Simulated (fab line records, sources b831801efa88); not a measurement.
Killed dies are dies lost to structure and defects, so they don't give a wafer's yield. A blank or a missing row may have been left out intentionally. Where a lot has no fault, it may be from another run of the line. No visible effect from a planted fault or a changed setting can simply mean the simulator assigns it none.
Problem report, 8D (eight disciplines) form, completed by code || flow sfqLine || the parts of the form that need people (team, actions taken, sign-off) are left out

== 1. PROBLEM STATEMENT ==
A mean of 297.8 W is read at SFQ_TRILAYER_I6_VIA_BARC_OPEN_VIA_ETCH_235 for rfFwdPowerW, taken on 1 wafer of 1 lot, against 495.0 W (standard deviation 2.2) on wafers free of any fault. That is -90 standard deviations from the usual mean.
The step: etches BARC in O2, target depth 125 nm, time 41.7 s.
The first sign was on wafer L572.6 at day 74 04:34, on rieDiel-01. At this step, 15 wafers from 5 lots have a number in the record. The rule behind "out" and "out of limits": a value lying over 4 standard deviations away from the usual mean. The other wafers with a number count as sound.

== 2. WHAT IT IS; WHAT IT IS NOT ==
{"question": "which readings at this step", "is": "rfFwdPowerW", "is not": "drypumpMotorCurrentA, oesProductAu"}
{"question": "which lots", "is": "L572", "is not": "L556, L564, L570, L576"}
{"question": "which wafers of those lots", "is": "L572.6", "is not": "L572.3, L572.5"}
{"question": "read on which tools", "is": "rieDiel-01", "is not": "rieDiel-02, rieDiel-03"}
{"question": "when", "is": "from day 74 04:34", "is not": "up to then (11 sound wafers); but 3 sound wafers of L576 came after"}

== 3. SUSPECTS, AND WHAT RULES EACH OUT ==
Counting: any tool at a process step up to the reading remains a suspect provided it ran every lot that is out. Sound lots after the first of them don't rule it out here, since some wafers of a struck lot are sound.
- pecvd-04 at SFQ_TRILAYER_I6_DEP_PECVD_165 (deposits SiO2 from SiH4/N2O, time 111.11 s, target thk 500 nm): kept. The lot that is out, L572, ran on it at day 70 01:01; the last sound lot it ran before that was L570, at day 68 13:28.
- cmp-02 at SFQ_TRILAYER_I6_CMP_CMP_166 (polishes SiO2): kept. The lot that is out, L572, ran on it at day 70 04:23; the last sound lot it ran before that was L570, at day 68 14:08.
- filmMetro-02 at SFQ_TRILAYER_I6_METRO_MEASURE_167: kept. It ran the lot that is out, L572 (day 70 06:25).
- rieDiel-01 at SFQ_TRILAYER_I6_VIA_BARC_OPEN_VIA_ETCH_235 (etches BARC in O2, target depth 125 nm, time 41.7 s): kept. The lot that is out, L572, ran on it at day 74 04:34; the last sound lot it ran before that was L564, at day 67 13:54. On those wafers its own readings are out: rfFwdPowerW.
- Within cmp-02 at SFQ_TRILAYER_I6_CMP_CMP_166: the wafers that are out ran in chamber 0; their sound lot-mates ran in chambers 1, 3.
- Within rieDiel-01 at SFQ_TRILAYER_I6_VIA_BARC_OPEN_VIA_ETCH_235: the wafers that are out ran in chamber 0; their sound lot-mates ran in chambers 1, 3.
Left after counting: pecvd-04 at SFQ_TRILAYER_I6_DEP_PECVD_165, cmp-02 at SFQ_TRILAYER_I6_CMP_CMP_166, filmMetro-02 at SFQ_TRILAYER_I6_METRO_MEASURE_167, rieDiel-01 at SFQ_TRILAYER_I6_VIA_BARC_OPEN_VIA_ETCH_235.

== 4. THE CAUSE (what the simulator had put in) ==
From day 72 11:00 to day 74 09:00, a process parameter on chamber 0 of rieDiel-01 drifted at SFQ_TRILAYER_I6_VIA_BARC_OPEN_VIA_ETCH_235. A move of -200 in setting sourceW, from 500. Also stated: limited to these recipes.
Counting left 4 suspects, and this tool is among them.

== 5. THE EFFECT CHAIN, in route order ==
One row per reading whose mean, taken over the struck wafers that have a number, lies over 3 standard deviations from the usual. Scope: only readings with a usual standard deviation given in the record; hours: median across lots of the time from each lot's start at the first step in this table that gives one to its start at this step; sigmas: change in usual standard deviations.
{"hours": 0, "step": "SFQ_TRILAYER_I6_VIA_BARC_OPEN_VIA_ETCH_235", "reading": "rfFwdPowerW", "usual": "495.0 W", "on struck wafers": 297.8, "change": -197.2, "sigmas": -90}
Process steps it contains:
- SFQ_TRILAYER_I6_VIA_BARC_OPEN_VIA_ETCH_235: etches BARC in O2, target depth 125 nm, time 41.7 s.

== 6. WHAT WOULD HAVE CAUGHT IT SOONER ==
42 hours passed between the start of the fault at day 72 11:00 and the first reading out of limits in this record, taken at day 74 04:34.
